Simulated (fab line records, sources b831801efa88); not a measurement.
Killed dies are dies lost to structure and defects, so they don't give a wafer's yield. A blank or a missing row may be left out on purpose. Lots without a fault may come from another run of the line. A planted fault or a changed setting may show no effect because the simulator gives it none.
Which tool did it? | flow gf180mcu | 6 lots, 18 wafers sampled, at 2 steps of a route of 602

WHAT THE GAUGES READ, wafer by wafer
GF_HV_LDD_CD_MEAS_19: target cd 400 nm.
lot  | measured     | on        | cd_nm (nm)
L593 | day 11 03:16 | cd_sem-01 | 402.1 400.4 400.1
L595 | day 11 18:10 | cd_sem-01 | 401.5 399.4 401.8
L597 | day 12 18:22 | cd_sem-01 | 399.9 398.1 396.7
L599 | day 12 18:45 | cd_sem-01 | 399.3 399.1 398.6
L603 | day 14 04:17 | cd_sem-01 | 379.8 382.9 381.8
L612 | day 17 09:55 | cd_sem-02 | 400.1 399.0 399.0

WHICH TOOL RAN EACH LOT (tool, then ch and the chambers of the sampled wafers, then the start)
lot  | GF_HV_LDD_EXPOSE_16
L593 | iline_stepper-01 ch 0, day 10 17:43
L595 | iline_stepper-01 ch 0, day 11 09:06
L597 | iline_stepper-02 ch 0, day 12 10:40
L599 | iline_stepper-02 ch 0, day 12 11:02
L603 | iline_stepper-02 ch 0, day 13 17:44
L612 | iline_stepper-01 ch 0, day 16 22:08
- GF_HV_LDD_EXPOSE_16: exposes mask Pplus LV AREA, target cd 400 nm.

THE ANSWER, worked out from the rows above alone
Rule: what is usual is taken from the lots themselves. Put in order of their means at a reading, lots are off if they are a third of the lots or fewer, leave a main group of 4 or more, and stand apart from it by a gap of 3 or more times the standard deviation of the main group's means; of several such gaps the widest counts. A main group whose means are all the same, to the digits that the tables above print for the reading, isn't used. A lot without any number at a reading at which 4 lots or more have one is off too. The other lots that the step has rows for count as sound.
Off: L603, at GF_HV_LDD_CD_MEAS_19 (cd_nm). The main group: mean 399.7 nm, standard deviation 1.1.
A tool fits if, at a process step before that reading, it ran every lot that is off, and no sound lot after the first of them. The gauges at GF_HV_LDD_CD_MEAS_19 are tried like those tools. Can't be told from this: 2 tools fit, iline_stepper-02 at GF_HV_LDD_EXPOSE_16, cd_sem-01 at GF_HV_LDD_CD_MEAS_19.

WHAT THE SIMULATOR HAD PUT IN
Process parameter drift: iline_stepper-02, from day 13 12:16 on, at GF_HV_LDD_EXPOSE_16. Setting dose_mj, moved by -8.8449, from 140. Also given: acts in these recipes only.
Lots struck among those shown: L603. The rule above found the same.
